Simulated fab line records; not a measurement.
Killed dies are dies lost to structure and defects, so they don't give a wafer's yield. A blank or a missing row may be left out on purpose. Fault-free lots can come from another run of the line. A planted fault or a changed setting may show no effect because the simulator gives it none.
Comparing a struck lot with a sound one + flow gf180mcu + 44 out of 602 route steps
Sound: these wafers, L569.1, L569.3, L569.6. Wafers L587.2, L587.4, L587.5 were the ones struck. The cause comes at the end.
At each step with rows: each side's tool, then ch and its chambers, then its first start. Under that, the readings that differ: sound wafers + struck wafers + difference of the means + sigmas: that difference in standard deviations of wafers without a fault.
alike: readings with means less than 2 such deviations apart, plus words and numbers identical on both sides. not compared: withheld readings, readings lacking a value on some wafer, bounds such as >300 that could conceal the same value, and numbers that have no deviation in the record and whose values overlap.
The two part at a step that has a row with sigmas, a row that says differs or no value, or rows on one side only. Numbers that don't overlap but have no deviation are shown without sigmas and don't part them. Lack of a reading on every wafer of one side parts them only where that side has two or more wafers.

first, 1 step without rows for these wafers: GF_NWELL_IMPLANT_09.
GF_NWELL_STRIP_10: strips in O2/N2.
  sound on plasma_asher-01 ch 0,1, day 4 00:56; struck on plasma_asher-03 ch 0,1, day 8 00:23
| reading                     | sound          | struck         | difference | sigmas |
|-----------------------------|----------------|----------------|------------|--------|
| drypump_motor_current_A (A) | 5.28 5.31 5.29 | 5.74 5.55 5.77 | +0.39      | +2     |
  alike: heater_power_w, o2_flow_sccm, oes_product_au, platen_temp_c, strip_time_to_endpoint_s
  not compared: rf_hours_counter_h
GF_NWELL_TW_MEAS_11:
  struck on film_metro-01, day 8 00:30; sound on film_metro-03, day 4 01:02
| reading  | sound          | struck         | difference | sigmas |
|----------|----------------|----------------|------------|--------|
| NWELL_TW | 1559 1571 1573 | 1584 1583 1585 | +16        | +3     |
then, 7 steps without rows for these wafers: GF_LVPWELL_DEHYDRATE_00 (time 60 s); GF_LVPWELL_HMDS_01 (prime time 60 s); GF_LVPWELL_COAT_02 (resist thk 3000 nm); GF_LVPWELL_SOFTBAKE_03; GF_LVPWELL_EXPOSE_04 (exposes mask LVPWELL, target cd 600 nm); GF_LVPWELL_PEB_05; GF_LVPWELL_DEVELOP_06 (develop time 60 s).
GF_LVPWELL_OVL_MEAS_07:
  struck on overlay-01, day 8 17:07; sound on overlay-01, day 4 14:43
| reading          | sound       | struck         | difference | sigmas |
|------------------|-------------|----------------|------------|--------|
| LVPWELL_OVL (nm) | 0.8 0.5 0.7 | -1.9 -3.1 -1.5 | -2.8       | -2     |
following that, these wafers have no rows for 1 step: GF_LVPWELL_IMPLANT_08.
GF_LVPWELL_IMPLANT_09:
  sound on implanter-03 ch 0, day 4 14:53; struck on implanter-03 ch 0, day 8 17:19
| reading            | sound                         | struck                       | difference | sigmas |
|--------------------|-------------------------------|------------------------------|------------|--------|
| dose_ions_cm2      | 5.009e+12 5.005e+12 5.001e+12 | 4.701e+12 4.705e+12 4.71e+12 | -2.997e+11 | -53    |
| faraday_current_uA | 28.2 28.6 28.8                | 25.9 26.0 27.1               | -2.2       | -4     |
GF_LVPWELL_STRIP_10: strips in O2/N2.
  sound on plasma_asher-03 ch 0,1, day 4 15:02; struck on plasma_asher-02 ch 0,1, day 8 17:26
  alike: drypump_motor_current_A, heater_power_w, o2_flow_sccm, oes_product_au, platen_temp_c, strip_time_to_endpoint_s
  not compared: rf_hours_counter_h
GF_LVPWELL_TW_MEAS_11:
  struck on film_metro-03, day 8 17:33; sound on film_metro-02, day 4 15:08
  alike: LVPWELL_TW
then, 7 steps without rows for these wafers: GF_MVSD_DEHYDRATE_00 (time 60 s); GF_MVSD_HMDS_01 (prime time 60 s); GF_MVSD_COAT_02 (resist thk 3000 nm); GF_MVSD_SOFTBAKE_03; GF_MVSD_EXPOSE_04 (exposes mask MVSD, target cd 1000 nm); GF_MVSD_PEB_05; GF_MVSD_DEVELOP_06 (develop time 60 s).
GF_MVSD_OVL_MEAS_07:
  struck on overlay-02, day 9 10:19; sound on overlay-02, day 5 04:40
  alike: MVSD_OVL
then, 2 steps without rows for these wafers: GF_MVSD_IMPLANT_08; GF_MVSD_IMPLANT_09.
GF_MVSD_STRIP_10: strips in O2/N2.
  sound on plasma_asher-04 ch 0,1, day 5 04:59; struck on plasma_asher-02 ch 0,1, day 9 10:38
  alike: drypump_motor_current_A, heater_power_w, o2_flow_sccm, oes_product_au, platen_temp_c, strip_time_to_endpoint_s
  not compared: rf_hours_counter_h
GF_MVSD_TW_MEAS_11:
  struck on film_metro-02, day 9 10:45; sound on film_metro-01, day 5 05:05
  alike: MVSD_TW
then, 7 steps without rows for these wafers: GF_MVPSD_DEHYDRATE_00 (time 60 s); GF_MVPSD_HMDS_01 (prime time 60 s); GF_MVPSD_COAT_02 (resist thk 3000 nm); GF_MVPSD_SOFTBAKE_03; GF_MVPSD_EXPOSE_04 (exposes mask MVPSD, target cd 1000 nm); GF_MVPSD_PEB_05; GF_MVPSD_DEVELOP_06 (develop time 60 s).
GF_MVPSD_OVL_MEAS_07:
  struck on overlay-01, day 10 04:28; sound on overlay-01, day 5 19:13
  alike: MVPSD_OVL
then, 2 steps without rows for these wafers: GF_MVPSD_IMPLANT_08; GF_MVPSD_IMPLANT_09.
GF_MVPSD_STRIP_10: strips in O2/N2.
  sound on plasma_asher-04 ch 0,1, day 5 19:32; struck on plasma_asher-04 ch 0,1, day 10 04:47
  alike: drypump_motor_current_A, heater_power_w, o2_flow_sccm, oes_product_au, platen_temp_c, strip_time_to_endpoint_s
  not compared: rf_hours_counter_h
GF_MVPSD_TW_MEAS_11:
  struck on film_metro-01, day 10 04:54; sound on film_metro-03, day 5 19:38
  alike: MVPSD_TW
then, 3 steps without rows for these wafers: GF_VT_IMPLANT_DEHYDRATE_00 (time 60 s); GF_VT_IMPLANT_HMDS_01 (prime time 60 s); GF_VT_IMPLANT_COAT_02 (resist thk 1000 nm).
-- the record jumps here: 3 days lie between the struck wafers' starts before and after --
GF_VT_IMPLANT_RS_MEAS_48: measures by four-point-probe.
  struck on film_metro-02, day 13 05:30; sound on film_metro-01, day 8 09:32
| reading             | sound                | struck               | difference | sigmas |
|---------------------|----------------------|----------------------|------------|--------|
| LVPWELL_RS (ohm/sq) | 1200.8 1203.6 1200.1 | 1208.1 1212.4 1216.5 | +10.8      | +4     |
GF_PASSIVATION_PROBE_99:
  the record has rows for the sound wafers here (prober-01, day 29 18:20) and none for the struck ones

WHERE THEY PART
First at GF_NWELL_STRIP_10; last, within this record, at GF_PASSIVATION_PROBE_99.

WHY: what the simulator had put in
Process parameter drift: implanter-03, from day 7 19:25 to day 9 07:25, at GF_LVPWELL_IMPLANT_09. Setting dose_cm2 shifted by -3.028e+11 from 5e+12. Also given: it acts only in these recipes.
